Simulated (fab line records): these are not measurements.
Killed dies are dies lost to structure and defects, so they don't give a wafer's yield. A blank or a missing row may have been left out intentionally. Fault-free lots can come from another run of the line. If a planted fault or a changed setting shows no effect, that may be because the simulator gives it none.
Which tool was responsible? -- flow sky130 -- Sampling: 24 lots, 72 wafers, 5 of 708 route steps

## WHAT EACH GAUGE READ, for each wafer
SKY_METAL1_OVL_MEAS_16.
lot,measured,on,METAL1_OVL (nm)
L075,day 33 22:27,overlay-02,-3 -1 -1
L074,day 33 23:34,overlay-01,1 1 0
L079,day 33 23:55,overlay-02,3 4 5
L077,day 34 00:16,overlay-01,6 3 1
L076,day 34 00:37,overlay-02,3 -2 -2
L078,day 34 00:58,overlay-01,2 1 5
L080,day 34 01:18,overlay-01,-1 1 -4
L081,day 34 04:27,overlay-01,3 3 5
L082,day 35 08:01,overlay-01,4 -3 8
L083,day 35 10:12,overlay-01,-7 -3 8
L084,day 35 16:16,overlay-01,0 7 14
L086,day 40 04:46,overlay-01,-1 4 -6
L089,day 40 07:43,overlay-02,-2 -5 0
L087,day 40 08:04,overlay-01,10 0 6
L093,day 40 08:30,overlay-01,-1 4 -1
L088,day 40 09:28,overlay-02,2 6 -2
L085,day 40 09:49,overlay-01,5 -6 0
L095,day 40 10:10,overlay-01,-5 -3 4
L091,day 40 10:31,overlay-01,3 -1 11
L090,day 40 11:55,overlay-02,10 9 10
L094,day 40 12:04,overlay-01,0 5 0
L096,day 40 13:16,overlay-01,-1 0 6
L097,day 40 13:37,overlay-01,6 5 13
L092,day 40 14:55,overlay-01,7 5 13

SKY_VIA1_CD_MEAS_12: the cd target is 150 nm.
lot,measured,on,cdNm (nm)
L075,day 35 01:47,cdSem-02,148.2 149.0 148.6
L074,day 35 03:05,cdSem-02,150.2 151.5 151.6
L079,day 35 02:50,cdSem-01,150.0 150.7 150.1
L077,day 35 03:13,cdSem-01,150.0 151.0 150.6
L076,day 35 04:21,cdSem-01,148.3 149.7 149.8
L078,day 35 04:11,cdSem-02,148.7 149.1 149.6
L080,day 35 04:59,cdSem-02,151.0 149.7 149.3
L081,day 35 07:38,cdSem-01,150.8 148.9 150.5
L082,day 36 11:27,cdSem-01,151.5 150.7 150.6
L083,day 36 13:29,cdSem-02,151.9 153.6 151.3
L084,day 36 19:42,cdSem-02,147.5 147.5 147.8
L086,day 41 05:41,cdSem-02,148.2 149.9 149.0
L089,day 41 08:29,cdSem-01,151.4 150.2 152.4
L087,day 41 08:46,cdSem-02,150.7 149.8 151.0
L093,day 41 09:56,cdSem-01,150.7 152.3 149.7
L088,day 41 10:19,cdSem-02,148.0 148.0 149.2
L085,day 41 10:37,cdSem-02,150.9 151.4 149.6
L095,day 41 11:26,cdSem-01,151.2 153.1 152.3
L091,day 41 11:39,cdSem-02,152.7 152.1 151.9
L090,day 41 13:14,cdSem-01,152.0 151.5 150.3
L094,day 41 13:22,cdSem-02,149.2 150.1 150.6
L096,day 41 14:19,cdSem-02,151.0 151.6 150.5
L097,day 41 14:56,cdSem-01,149.8 150.0 151.6
L092,day 41 16:10,cdSem-01,149.3 149.1 149.0

SKY_VIA1_OVL_MEAS_13.
lot,measured,on,VIA1_OVL (nm)
L075,day 35 01:55,overlay-02,-6 -1 7
L074,day 35 03:12,overlay-01,6 14 3
L079,day 35 02:57,overlay-01,1 3 -6
L077,day 35 03:19,overlay-02,6 -6 -11
L076,day 35 04:28,overlay-02,5 0 -2
L078,day 35 04:16,overlay-02,-1 -8 -1
L080,day 35 05:06,overlay-01,-4 -2 -2
L081,day 35 07:45,overlay-02,-4 -4 -9
L082,day 36 11:34,overlay-02,9 3 4
L083,day 36 13:37,overlay-02,3 5 4
L084,day 36 19:46,overlay-01,0 4 -2
L086,day 41 05:48,overlay-01,-2 1 -8
L089,day 41 08:37,overlay-01,6 -6 5
L087,day 41 08:52,overlay-02,-4 7 5
L093,day 41 10:03,overlay-01,2 -2 -1
L088,day 41 10:25,overlay-02,-2 3 -6
L085,day 41 10:43,overlay-02,-3 3 -7
L095,day 41 11:33,overlay-01,2 0 3
L091,day 41 11:43,overlay-02,-5 0 -3
L090,day 41 13:21,overlay-02,4 -2 3
L094,day 41 13:28,overlay-01,7 5 4
L096,day 41 14:25,overlay-02,-5 4 0
L097,day 41 15:04,overlay-01,-8 2 -3
L092,day 41 16:16,overlay-01,8 3 4

## WHICH TOOL RAN EACH LOT (tool, then ch and the chambers of the sampled wafers, then the start)
lot,SKY_CONTACT_SPUTTER_23,SKY_METAL1_SPUTTER_03
L075,"pvdSputter-04, day 32 19:38","pvdSputter-02, day 32 20:21"
L074,"pvdSputter-04, day 32 20:52","pvdSputter-02, day 32 21:36"
L079,"pvdSputter-01, day 32 21:05","pvdSputter-01, day 32 21:54"
L077,"pvdSputter-03, day 32 21:17","pvdSputter-02, day 32 22:12"
L076,"pvdSputter-04, day 32 21:38","pvdSputter-01, day 32 22:22"
L078,"pvdSputter-03, day 32 21:55","pvdSputter-03, day 32 22:38"
L080,"pvdSputter-04, day 32 21:59","pvdSputter-02, day 32 22:42"
L081,"pvdSputter-04, day 33 01:44","pvdSputter-01, day 33 02:27"
L082,"pvdSputter-03, day 34 05:05","pvdSputter-01, day 34 06:00"
L083,"pvdSputter-03, day 34 07:10","pvdSputter-02, day 34 07:53"
L084,"pvdSputter-01, day 34 14:10","pvdSputter-03, day 34 14:53"
L086,"pvdSputter-03, day 39 04:19","pvdSputter-02, day 39 05:03"
L089,"pvdSputter-01, day 39 06:28","pvdSputter-03, day 39 07:11"
L087,"pvdSputter-04, day 39 06:28","pvdSputter-02, day 39 07:18"
L093,"pvdSputter-01, day 39 07:19","pvdSputter-02, day 39 08:02"
L088,"pvdSputter-04, day 39 07:35","pvdSputter-03, day 39 08:19"
L085,"pvdSputter-03, day 39 07:38","pvdSputter-02, day 39 08:25"
L095,"pvdSputter-01, day 39 08:04","pvdSputter-01, day 39 08:47"
L091,"pvdSputter-04, day 39 08:20","pvdSputter-03, day 39 09:05"
L090,"pvdSputter-04, day 39 10:23","pvdSputter-02, day 39 11:06"
L094,"pvdSputter-01, day 39 10:25","pvdSputter-01, day 39 11:17"
L096,"pvdSputter-04, day 39 11:50","pvdSputter-01, day 39 12:38"
L097,"pvdSputter-03, day 39 12:10","pvdSputter-02, day 39 12:53"
L092,"pvdSputter-01, day 39 13:28","pvdSputter-02, day 39 14:17"
- SKY_CONTACT_SPUTTER_23: material TiN, target thk 20 nm, time 80 s.
- SKY_METAL1_SPUTTER_03: material Ti, target thk 5 nm, time 3.3 s.

## WHAT THE TOOLS THEMSELVES READ (means of the sampled wafers that have a number; where no wafer has one, the mark that the record gives instead)
SKY_CONTACT_SPUTTER_23.
lot,tool,throttleValvePct (%)
L075,pvdSputter-04,30.6
L074,pvdSputter-04,29.6
L079,pvdSputter-01,30.1
L077,pvdSputter-03,29.8
L076,pvdSputter-04,29.8
L078,pvdSputter-03,29.6
L080,pvdSputter-04,30.7
L081,pvdSputter-04,30.6
L082,pvdSputter-03,29.8
L083,pvdSputter-03,29.5
L084,pvdSputter-01,30.3
L086,pvdSputter-03,28.8
L089,pvdSputter-01,30.5
L087,pvdSputter-04,30.0
L093,pvdSputter-01,29.5
L088,pvdSputter-04,30.4
L085,pvdSputter-03,29.1
L095,pvdSputter-01,29.6
L091,pvdSputter-04,30.5
L090,pvdSputter-04,29.9
L094,pvdSputter-01,30.0
L096,pvdSputter-04,30.6
L097,pvdSputter-03,29.0
L092,pvdSputter-01,29.7

SKY_METAL1_SPUTTER_03.
lot,tool,throttleValvePct (%)
L075,pvdSputter-02,30.4
L074,pvdSputter-02,31.0
L079,pvdSputter-01,30.0
L077,pvdSputter-02,30.1
L076,pvdSputter-01,29.7
L078,pvdSputter-03,29.8
L080,pvdSputter-02,30.7
L081,pvdSputter-01,30.1
L082,pvdSputter-01,30.1
L083,pvdSputter-02,30.6
L084,pvdSputter-03,29.2
L086,pvdSputter-02,30.6
L089,pvdSputter-03,29.3
L087,pvdSputter-02,30.6
L093,pvdSputter-02,30.3
L088,pvdSputter-03,29.6
L085,pvdSputter-02,30.1
L095,pvdSputter-01,30.0
L091,pvdSputter-03,29.9
L090,pvdSputter-02,30.6
L094,pvdSputter-01,29.8
L096,pvdSputter-01,29.7
L097,pvdSputter-02,30.1
L092,pvdSputter-02,30.0

## THE ANSWER, worked out from the rows above alone
Rule: what is usual is taken from the lots themselves. Put in order of their means at a reading, lots are off if they are a third of the lots or fewer, leave a main group of 4 or more, and stand apart from it by a gap of 3 or more times the standard deviation of the main group's means; of several such gaps the widest counts. A main group is skipped when, at the precision printed for the reading in the tables above, its means are all equal. Also off: a lot with no number at a reading for which 4 or more lots have one. The other lots that the step has rows for count as sound. Order of review: gauges by route order, followed by the tools' own readings, for which a lot's mean as printed above is used. At the first step where some lot is off, the reading lying furthest off is the one used; lots without a number count as furthest.
Nothing can be told from this: no lot is off at any reading shown.

## WHAT THE SIMULATOR HAD INSERTED
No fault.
